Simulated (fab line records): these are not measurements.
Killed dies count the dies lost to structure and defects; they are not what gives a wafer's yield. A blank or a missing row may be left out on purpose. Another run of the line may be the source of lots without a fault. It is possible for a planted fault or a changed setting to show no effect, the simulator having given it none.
A struck lot beside a sound one | flow sky130 | 15 out of 708 route steps
Sound: these wafers, L626.1, L626.3, L626.5. Struck: wafer L638.1 (L638.2, L638.4, from the same lot, were not struck and are left out); the cause is given at the end.
Per side, at each step with rows, come the tool, then ch with its chambers, and then its first start. Under that, the readings that differ: sound wafers | struck wafers | difference of the means | sigmas: that difference in standard deviations of wafers without a fault.
alike: same words and numbers on both sides, and readings whose means sit less than 2 such deviations apart. not compared: any withheld reading, any reading some wafer has no value for, any bound like >300 that may hide the same value, and any number with overlapping values for which the record gives no deviation.
A row with sigmas, a row that says differs or no value, or rows on one side alone: a step with any of these is where the two part. Numbers that don't overlap but have no deviation are shown without sigmas and don't part them. A reading missing from all wafers of one side parts the sides only when that side holds two or more wafers.

first, 6 steps without rows for these wafers: SKY_VIA4_HMDS_05 (prime time 60 s); SKY_VIA4_COAT_06 (resist thk 1140 nm); SKY_VIA4_SOFTBAKE_07 (time 60 s); SKY_VIA4_EXPOSE_08 (exposes mask VIM4, target cd 800 nm); SKY_VIA4_PEB_09; SKY_VIA4_DEVELOP_10 (develop time 60 s).
SKY_VIA4_OVL_MEAS_11:
  sound on overlay-02, day 43 03:53; struck on overlay-01, day 46 11:38
  alike: VIA4_OVL
SKY_VIA4_ETCH_12: etches SiO2 in C4F8/O2/Ar, stops on TiN, target depth 580 nm.
  sound on rie diel-03 ch 0,1,3, day 43 03:56; struck on rie diel-04 ch 1, day 46 11:41
  alike: oes product au
SKY_VIA4_STRIP_13: strips in O2/N2.
  sound on plasma asher-03 ch 0,1, day 43 04:00; struck on plasma asher-04 ch 1, day 46 11:45
  reading               | sound             | struck | difference | sigmas
  oes product au (a.u.) | 0.712 0.709 0.713 | 0.700  | -0.011     | -3
  alike: drypump motor current A, n2 flow sccm, strip time to endpoint s
  not compared: rf hours counter h
then, 3 steps without rows for these wafers: SKY_VIA4_STRIP_14 (strips in post etch residue remover, time 1200 s); SKY_VIA4_CLEAN_15 (cleans in IPA, time 180 s); SKY_VIA4_CLEAN_16 (cleans in O3/DIW).
SKY_VIA4_SPUTTER_17: material TiN, target thk 20 nm, time 80 s.
  sound on pvd sputter-03, day 43 04:37; struck on pvd sputter-03, day 46 12:20
  reading                                  | sound             | struck | difference | sigmas
  model.TiN_of_VIA4_SPUTTER_17.thk nm (nm) | 20.25 19.98 20.26 | 33.42  | +13.26     |
  alike: throttle valve pct
SKY_VIA4_CVD_18: deposits W, target thk 505 nm, time 152.14 s.
  sound on cvd w-01 ch 0,1, day 43 04:40; struck on cvd w-01 ch 1, day 46 12:25
  alike: heater power w
-- the record jumps here: 3 days lie between the struck wafers' starts before and after (it left off in module VIA4 and takes up again in module PAD_OPEN, whose first step shown is number 708 of the route) --
SKY_PAD_OPEN_PROBE_99:
  sound on prober-02, day 46 04:25; struck on prober-02, day 49 03:58
  reading            | sound    | struck | difference | sigmas
  killed at contacts | 33 29 29 | 16     | -14        | -3
  alike: defect limited yield, killed_at_M0_to_M3, killed_at_M4_up, killed at front end, killed at other, killed dies, killed open, killed short, sort_bin_3_pad_short, sort_bin_5_function, sort_bin_6_memory, sort n pass, sort yield pct

## WHERE THEY PART
Last at SKY_PAD_OPEN_PROBE_99 as far as this record goes, first at SKY_VIA4_STRIP_13.

WHY: the cause the simulator had injected
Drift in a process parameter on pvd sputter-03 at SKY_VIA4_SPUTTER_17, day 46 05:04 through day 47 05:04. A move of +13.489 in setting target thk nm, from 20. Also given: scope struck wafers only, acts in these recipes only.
